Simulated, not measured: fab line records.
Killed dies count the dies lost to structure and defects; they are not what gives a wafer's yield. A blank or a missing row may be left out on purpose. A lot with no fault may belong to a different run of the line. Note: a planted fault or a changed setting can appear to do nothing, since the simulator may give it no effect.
Which of the tools did it? + flow sky130 + 11 lots, 33 wafers sampled, at 2 steps of a route of 708

WHAT THE GAUGES READ, wafer by wafer
SKY_LI_CONTACT_BOW_MEAS_03.
| lot  | measured     | on           | LI_CONTACT_BOW (um) |
|------|--------------|--------------|---------------------|
| L369 | day 27 18:41 | filmMetro-01 | 53 52 54            |
| L370 | day 28 08:33 | filmMetro-02 | 67 70 58            |
| L371 | day 30 01:53 | filmMetro-01 | 55 52 60            |
| L377 | day 31 15:29 | filmMetro-01 | 49 55 53            |
| L381 | day 32 12:36 | filmMetro-02 | 47 46 43            |
| L382 | day 32 20:34 | filmMetro-04 | 46 55 59            |
| L383 | day 33 02:46 | filmMetro-01 | 54 57 56            |
| L387 | day 34 02:49 | filmMetro-01 | 57 56 62            |
| L388 | day 34 16:58 | filmMetro-04 | 49 54 53            |
| L390 | day 35 03:40 | filmMetro-02 | 57 49 65            |
| L391 | day 35 10:26 | filmMetro-01 | 63 56 53            |

SKY_LI_CONTACT_CD_MEAS_12 targets a cd of 170 nm.
| lot  | measured     | on       | cdNm (nm)         |
|------|--------------|----------|-------------------|
| L369 | day 28 22:20 | cdSem-02 | 168.9 169.6 169.1 |
| L370 | day 29 13:08 | cdSem-01 | 171.7 172.4 169.4 |
| L371 | day 31 06:07 | cdSem-01 | 169.3 168.8 168.6 |
| L377 | day 32 18:00 | cdSem-02 | 170.9 170.9 170.0 |
| L381 | day 33 14:41 | cdSem-01 | 171.2 172.0 171.7 |
| L382 | day 33 23:49 | cdSem-02 | 171.6 171.7 170.7 |
| L383 | day 34 04:31 | cdSem-01 | 170.5 170.8 170.5 |
| L387 | day 35 04:31 | cdSem-01 | 166.7 168.5 169.6 |
| L388 | day 35 19:01 | cdSem-01 | 169.0 169.7 170.1 |
| L390 | day 36 05:38 | cdSem-01 | 169.4 169.4 169.6 |
| L391 | day 36 12:40 | cdSem-02 | 171.4 169.9 171.3 |

WHAT TOOL EACH LOT RAN ON (gives the tool, then ch and the chambers of the sampled wafers, and finally the start)
The record holds no process step before these readings.

AS READ BY THE TOOLS THEMSELVES (means over the sampled wafers that have a number; for cases with no such wafer, the mark the record gives instead)
The record holds no such reading with a usual standard deviation.

THE ANSWER, worked out from the rows above alone
Rule: the lots themselves supply what counts as usual. Put in order of their means at a reading, lots are off if they are a third of the lots or fewer, leave a main group of 4 or more, and stand apart from it by a gap of 3 or more times the standard deviation of the main group's means; of several such gaps the widest counts. A main group is skipped when, at the precision printed for the reading in the tables above, its means are all equal. Also off: a lot with no number at a reading for which 4 or more lots have one. Any other lot the step has rows for is counted as sound. First the gauges in route order, then the tools' own readings, where a lot's mean is used as printed above. The first step at which some lot is off is used, and at that step the reading that is off furthest; a lot without a number counts as furthest.
None of the lots is off at any reading shown; this tells nothing.

WHAT WAS PUT IN BY THE SIMULATOR
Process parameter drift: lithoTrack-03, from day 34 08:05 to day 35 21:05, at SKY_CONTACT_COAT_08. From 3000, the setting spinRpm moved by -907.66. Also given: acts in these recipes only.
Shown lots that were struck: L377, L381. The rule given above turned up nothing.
